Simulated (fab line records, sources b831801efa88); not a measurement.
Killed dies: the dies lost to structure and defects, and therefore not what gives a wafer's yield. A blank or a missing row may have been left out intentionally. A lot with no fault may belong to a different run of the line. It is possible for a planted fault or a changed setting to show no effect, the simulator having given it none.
Struck lot and sound lot, side by side	flow sky130	16 out of 708 route steps
Sound: these wafers, L513.2, L513.3, L513.6. The struck wafers were L509.1, L509.3, L509.5. At the end, the cause is stated.
For every step that has rows: the tool of each side, followed by ch and its chambers, followed by its first start. Under that, the readings that differ: sound wafers	struck wafers	difference of the means	sigmas: that difference in standard deviations of wafers without a fault.
alike: readings with means less than 2 such deviations apart, plus words and numbers identical on both sides. not compared: withheld readings, readings lacking a value on some wafer, bounds such as >300 that could conceal the same value, and numbers that have no deviation in the record and whose values overlap.
The two part at a step that has a row with sigmas, a row that says differs or no value, or rows on one side only. Numbers that don't overlap but have no deviation are shown without sigmas and don't part them. A reading that every wafer of one side lacks parts them only if that side has two wafers or more.

SKY_VIA2_CMP_02: polishes SiO2.
  sound on cmp-02 ch 2,3, day 41 03:20; struck on cmp-02 ch 0,1,2, day 40 10:24
  alike: edgeZonePressureFrac, motorCurrentA, slurryFilterDpKPa, slurryFlowMlMin
SKY_VIA2_BOW_MEAS_03:
  sound on filmMetro-01, day 41 03:37; struck on filmMetro-03, day 40 10:36
  alike: VIA2_BOW
then, 8 steps without rows for these wafers: SKY_VIA2_DEHYDRATE_04 (time 60 s); SKY_VIA2_HMDS_05 (prime time 60 s); SKY_VIA2_COAT_06 (resist thk 60 nm); SKY_VIA2_COAT_07 (resist thk 450 nm); SKY_VIA2_SOFTBAKE_08 (time 90 s); SKY_VIA2_EXPOSE_09 (exposes mask VIM2, target cd 200 nm); SKY_VIA2_PEB_10; SKY_VIA2_DEVELOP_11 (develop time 60 s).
SKY_VIA2_CD_MEAS_12 targets a cd of 200 nm.
  sound on cdSem-01, day 42 02:56; struck on cdSem-02, day 41 10:40
  alike: cdNm
SKY_VIA2_OVL_MEAS_13:
  sound on overlay-01, day 42 03:02; struck on overlay-02, day 41 10:47
reading	sound	struck	difference	sigmas
VIA2_OVL (nm)	7 13 3	-5 -5 -6	-13	-2
SKY_VIA2_ETCH_14: etches BARC in N2/H2, stops on SiO2, time 45.9 s, target depth 60 nm.
  sound on rieDiel-03 ch 0,1,3, day 42 03:04; struck on rieDiel-02 ch 0,1,2, day 41 10:49
reading	sound	struck	difference	sigmas
oesProductAu (a.u.)	0.845 0.853 0.859	0.999 0.987 1.016	+0.148	+31
runLengthS (s)	73.4 74.3 73.3	51.3 51.2 50.7	-22.6	-49
model.KrF-thick_of_VIA2_COAT_07.thkNm (nm)	390.8 393.8 393.4	413.7 414.9 415.1	+21.9	
model.etch.depthNm (nm)	59.71 59.76 59.69	38.59 38.52 39.08	-20.99	
model.VIA2.cdNm (nm)	198.5 198.5 200	195.7 194.6 196.1	-3.5	
  alike: chamberPressureMTorr, drypumpMotorCurrentA, throttleValvePct
  not compared: rfHoursCounterH
SKY_VIA2_ETCH_15: etches SiO2 in C4F8/O2/Ar, stops on TiN, target depth 546 nm, time 84 s.
  sound on rieDiel-03 ch 0,1,3, day 42 03:07; struck on rieDiel-02 ch 0,1,2, day 41 10:52
reading	sound	struck	difference	sigmas
oesProductAu (a.u.)	0.936 0.942 0.952	0.385 0.372 0.374	-0.566	-99 or more
model.KrF-thick_of_VIA2_COAT_07.thkNm (nm)	281.7 289.1 288.9	304.4 304.7 305	+18.1	
  alike: chamberPressureMTorr, runLengthS
  not compared: rfHoursCounterH
SKY_VIA2_STRIP_16: strips in O2/N2.
  sound on plasmaAsher-01 ch 0,1, day 42 03:10; struck on plasmaAsher-03 ch 1, day 41 10:55
reading	sound	struck	difference	sigmas
stripTimeToEndpointS (s)	4.01 4.09 4.10	4.26 4.26 4.29	+0.20	+5
  alike: chamberPressureMTorr, drypumpMotorCurrentA, oesProductAu
  not compared: rfHoursCounterH
then, 1 step without rows for these wafers: SKY_VIA2_STRIP_17 (strips in post etch residue remover, time 1200 s).

WHERE THEY PART
Earliest at SKY_VIA2_OVL_MEAS_13; latest, in this record, at SKY_VIA2_STRIP_16.

WHY: what had been put in by the simulator
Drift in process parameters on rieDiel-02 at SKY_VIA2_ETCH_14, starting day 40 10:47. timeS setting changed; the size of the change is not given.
